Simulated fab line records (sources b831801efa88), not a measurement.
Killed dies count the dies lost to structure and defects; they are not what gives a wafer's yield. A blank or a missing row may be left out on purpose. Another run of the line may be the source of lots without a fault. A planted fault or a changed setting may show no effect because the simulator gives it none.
A struck lot beside a sound one    flow gf180mcu    14 out of 602 route steps
Sound: the wafers L900.2, L900.3, L900.5. Wafers struck: L913.2, L913.3, L913.5. Last of all comes the cause.
For every step that has rows: the tool of each side, followed by ch and its chambers, followed by its first start. Under that, the readings that differ: sound wafers    struck wafers    difference of the means    sigmas: that difference in standard deviations of wafers without a fault.
alike: same words and numbers on both sides, and readings whose means sit less than 2 such deviations apart. not compared: any withheld reading, any reading some wafer has no value for, any bound like >300 that may hide the same value, and any number with overlapping values for which the record gives no deviation.
Wherever a step has rows on one side only, a row that says differs or no value, or a row with sigmas, the two part there. Numbers that don't overlap but have no deviation are shown without sigmas and don't part them. A reading that every wafer of one side lacks parts them only if that side has two wafers or more.

GF_CONTACT_CMP_27: polishes, stops on SiO2, t overpolish 15 s, target thk 0 nm.
  sound on cmp-02 ch 0,1,3, day 16 16:16; struck on cmp-02 ch 1,2,3, day 21 17:05
  alike: motor_current_A, overpolish_run_s, time_to_endpoint_s
GF_M1_SPUTTER_00: material Ti, target thk 37.5 nm, time 150 s.
  struck on pvd_sputter-02, day 21 17:23; sound on pvd_sputter-04, day 16 16:31
  alike: chamber_pressure_pa, throttle_valve_pct
GF_M1_SPUTTER_01: material TiN, target thk 30 nm, time 25 s.
  struck on pvd_sputter-02, day 21 17:29; sound on pvd_sputter-04, day 16 16:37
  alike: chamber_pressure_pa, throttle_valve_pct
GF_M1_SPUTTER_02: material AlCu, target thk 450 nm, time 23.9 s.
  struck on pvd_sputter-02, day 21 17:31; sound on pvd_sputter-04, day 16 16:38
  alike: chamber_pressure_pa, throttle_valve_pct
GF_M1_SPUTTER_03: material Ti, target thk 10 nm, time 6.7 s.
  struck on pvd_sputter-02, day 21 17:33; sound on pvd_sputter-04, day 16 16:40
  alike: chamber_pressure_pa, throttle_valve_pct
then, 1 step without rows for these wafers: GF_M1_SPUTTER_04 (material TiN, target thk 50 nm, time 41.7 s).
GF_M1_RS_MEAS_05: measures by four-point-probe.
  struck on film_metro-01, day 21 17:38; sound on film_metro-02, day 16 16:45
  alike: M1_ALCU_RS
GF_M1_THK_MEAS_06: measures by xrf.
  struck on film_metro-01, day 21 17:44; sound on film_metro-02, day 16 16:52
  alike: M1_ALCU_THK
then, 4 steps without rows for these wafers: GF_M1_DEHYDRATE_07 (time 60 s); GF_M1_HMDS_08 (prime time 60 s); GF_M1_COAT_09 (resist thk 1000 nm); GF_M1_SOFTBAKE_10 (time 60 s).
GF_M1_EXPOSE_11: exposes mask Metal1, target cd 230 nm.
  sound on krf_scanner-02 ch 0, day 17 04:02; struck on krf_scanner-01, day 22 05:43
  no value came back on the struck wafers for exposure_dose_mJ_cm2, focus_offset_nm (nm); on the sound wafers exposure_dose_mJ_cm2 reads 28.24 28.21 28.19
  alike: mask
then, 1 step without rows for these wafers: GF_M1_PEB_12 (peb time 90 s).

WHERE THEY PART
Only at GF_M1_EXPOSE_11, within this record.

WHY: the cause the simulator had injected
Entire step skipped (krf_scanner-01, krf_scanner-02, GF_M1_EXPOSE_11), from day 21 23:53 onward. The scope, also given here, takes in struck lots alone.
